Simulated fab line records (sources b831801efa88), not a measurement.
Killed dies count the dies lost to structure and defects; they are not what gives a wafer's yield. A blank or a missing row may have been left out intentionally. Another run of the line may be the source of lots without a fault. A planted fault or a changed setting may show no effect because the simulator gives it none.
2 desks looking at one fault ; flow sky130 ; what lay behind the numbers comes last; until then each desk has only its own

## METROLOGY DESK
What the gauges read, lot by lot, whatever tool the lot ran on: means of the sampled wafers that have a number. A lot is out of limits, marked OUT, if its mean lies more than 4 standard deviations from the usual mean; the brackets give that distance.
Columns: A = VIA4_BOW at SKY_VIA4_BOW_MEAS_03, usual 79 um
lot;first seen here;A
L208;day 43 10:43;76
L210;day 44 00:22;80
L211;day 44 01:07;86
L212;day 44 03:26;78
L214;day 44 15:47;91
L222;day 46 21:24;85
L223;day 47 00:20;79
L225;day 47 15:41;85
L227;day 48 00:37;73
L228;day 48 02:13;80
L229;day 48 10:29;82
L230;day 48 11:30;85
This desk's verdict: no lot among the 12 shows anything out of limits.

## FOR THE TOOL OWNER'S DESK: pecvd-03
The tool's own readings at SKY_PASSIVATION_CVD_00 (deposits SiO2, target thk 90 nm): means of the sampled wafers that have a number, for each lot that ran on this tool. A lot is out of limits, marked OUT, if its mean lies more than 4 standard deviations from the usual mean; the brackets give that distance.
Columns: A = heaterPowerOuterW at SKY_PASSIVATION_CVD_00, usual 416 W; B = heaterPowerW at SKY_PASSIVATION_CVD_00, usual 720 W
lot;first seen here;A;B
L208;day 45 10:28;415;712
L211;day 46 00:08;372;695
L212;day 46 03:07;424;732
L214;day 46 13:17;415;753
L227;day 49 16:59;421;713
L229;day 50 02:08;407;733
L230;day 50 02:58;466;771
This desk's verdict: no lot among the 7 shows anything out of limits.

## TAKEN TOGETHER
Metrology desk: nothing out of limits seen.
Nothing out of limits was seen by the tool owner's desk.

## WHAT HAD BEEN PUT IN BY THE SIMULATOR
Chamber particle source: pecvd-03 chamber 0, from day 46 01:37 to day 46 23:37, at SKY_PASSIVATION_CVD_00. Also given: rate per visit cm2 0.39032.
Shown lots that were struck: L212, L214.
